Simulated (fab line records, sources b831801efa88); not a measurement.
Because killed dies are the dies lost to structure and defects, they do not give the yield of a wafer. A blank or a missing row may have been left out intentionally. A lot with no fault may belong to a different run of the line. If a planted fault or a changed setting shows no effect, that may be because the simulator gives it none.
What tool caused it?	flow gf180mcu	Sampling: 14 lots, 42 wafers, 4 of 602 route steps

== WHAT EACH GAUGE READ, for each wafer ==
GF_TOP_METAL_THK_MEAS_06: measures by xrf.
lot	measured	on	TOP_METAL_ALCU_THK (nm)
L694	day 27 02:13	filmMetro-02	863 866 861
L696	day 27 22:43	filmMetro-02	888 885 888
L697	day 28 04:57	filmMetro-04	871 870 879
L698	day 28 11:00	filmMetro-01	888 900 888
L699	day 28 22:13	filmMetro-01	890 894 893
L700	day 29 01:31	filmMetro-04	883 898 895
L701	day 29 11:41	filmMetro-04	869 876 881
L702	day 29 19:01	filmMetro-02	877 872 879
L703	day 30 06:53	filmMetro-02	871 873 871
L704	day 30 09:25	filmMetro-04	877 878 887
L707	day 31 07:07	filmMetro-02	880 876 889
L708	day 31 08:46	filmMetro-02	862 862 862
L712	day 32 12:58	filmMetro-02	882 882 876
L713	day 32 17:46	filmMetro-04	888 892 890

== WHAT TOOL EACH LOT RAN ON (gives the tool, then ch and the chambers of the sampled wafers, and finally the start) ==
lot	GF_M3_CLEAN_19	GF_MIM_SPUTTER_01	GF_MIM_SPUTTER_09
L694	wetBench-02 ch 0, day 21 04:59	pvdSputter-03, day 24 07:57	pvdSputter-04, day 24 08:14
L696	wetBench-03 ch 2, day 22 04:09	pvdSputter-01, day 25 04:58	pvdSputter-04, day 25 05:14
L697	wetBench-02 ch 0, day 22 11:08	pvdSputter-01, day 25 10:59	pvdSputter-03, day 25 11:17
L698	wetBench-02 ch 2, day 22 20:12	pvdSputter-03, day 25 19:12	pvdSputter-04, day 25 19:29
L699	wetBench-01 ch 3, day 23 09:34	pvdSputter-01, day 26 06:51	pvdSputter-03, day 26 07:08
L700	wetBench-02 ch 3, day 23 12:43	pvdSputter-04, day 26 10:33	pvdSputter-03, day 26 10:50
L701	wetBench-01 ch 2, day 24 00:53	pvdSputter-04, day 26 21:47	pvdSputter-03, day 26 22:05
L702	wetBench-02 ch 3, day 24 09:45	pvdSputter-03, day 27 05:08	pvdSputter-01, day 27 05:27
L703	wetBench-03 ch 1, day 24 21:11	pvdSputter-04, day 27 16:40	pvdSputter-01, day 27 16:58
L704	wetBench-03 ch 1, day 25 02:05	pvdSputter-01, day 27 20:37	pvdSputter-04, day 27 20:53
L707	wetBench-03 ch 2, day 26 01:14	pvdSputter-03, day 28 18:59	pvdSputter-01, day 28 19:16
L708	wetBench-01 ch 2, day 26 04:38	pvdSputter-03, day 28 21:29	pvdSputter-04, day 28 21:46
L712	wetBench-02 ch 1, day 27 13:34	pvdSputter-04, day 30 04:50	pvdSputter-03, day 30 05:07
L713	wetBench-02 ch 0, day 27 18:12	pvdSputter-03, day 30 09:31	pvdSputter-01, day 30 09:49
- GF_M3_CLEAN_19: cleans in DIW.
- GF_MIM_SPUTTER_01: material TiN, target thk 30 nm, time 25 s.
- GF_MIM_SPUTTER_09: material TiN, target thk 35 nm, time 29.2 s.

== AS READ BY THE TOOLS THEMSELVES (means over the sampled wafers that have a number; for cases with no such wafer, the mark the record gives instead) ==
GF_MIM_SPUTTER_01.
lot	tool	throttleValvePct (%)
L694	pvdSputter-03	30.2
L696	pvdSputter-01	29.9
L697	pvdSputter-01	30.0
L698	pvdSputter-03	30.9
L699	pvdSputter-01	29.6
L700	pvdSputter-04	30.2
L701	pvdSputter-04	29.7
L702	pvdSputter-03	31.0
L703	pvdSputter-04	30.2
L704	pvdSputter-01	30.2
L707	pvdSputter-03	30.1
L708	pvdSputter-03	30.6
L712	pvdSputter-04	29.9
L713	pvdSputter-03	30.9

GF_MIM_SPUTTER_09.
lot	tool	throttleValvePct (%)
L694	pvdSputter-04	30.2
L696	pvdSputter-04	29.2
L697	pvdSputter-03	30.7
L698	pvdSputter-04	29.6
L699	pvdSputter-03	30.9
L700	pvdSputter-03	30.8
L701	pvdSputter-03	30.4
L702	pvdSputter-01	29.9
L703	pvdSputter-01	29.6
L704	pvdSputter-04	29.6
L707	pvdSputter-01	29.6
L708	pvdSputter-04	29.9
L712	pvdSputter-03	30.3
L713	pvdSputter-01	29.8

== THE ANSWER, worked out from the rows above alone ==
Rule: usual is defined by the lots themselves. Put in order of their means at a reading, lots are off if they are a third of the lots or fewer, leave a main group of 4 or more, and stand apart from it by a gap of 3 or more times the standard deviation of the main group's means; of several such gaps the widest counts. Not used: any main group whose means are identical at the precision the tables above print for the reading. Also off: a lot with no number at a reading for which 4 or more lots have one. The other lots that the step has rows for count as sound. The gauges are gone through in route order, then the tools' own readings, and for those a lot's mean is taken as printed above. The first step at which some lot is off is used, and at that step the reading that is off furthest; a lot without a number counts as furthest.
Nothing can be told from this: no lot is off at any reading shown.

== WHAT HAD BEEN PUT IN BY THE SIMULATOR ==
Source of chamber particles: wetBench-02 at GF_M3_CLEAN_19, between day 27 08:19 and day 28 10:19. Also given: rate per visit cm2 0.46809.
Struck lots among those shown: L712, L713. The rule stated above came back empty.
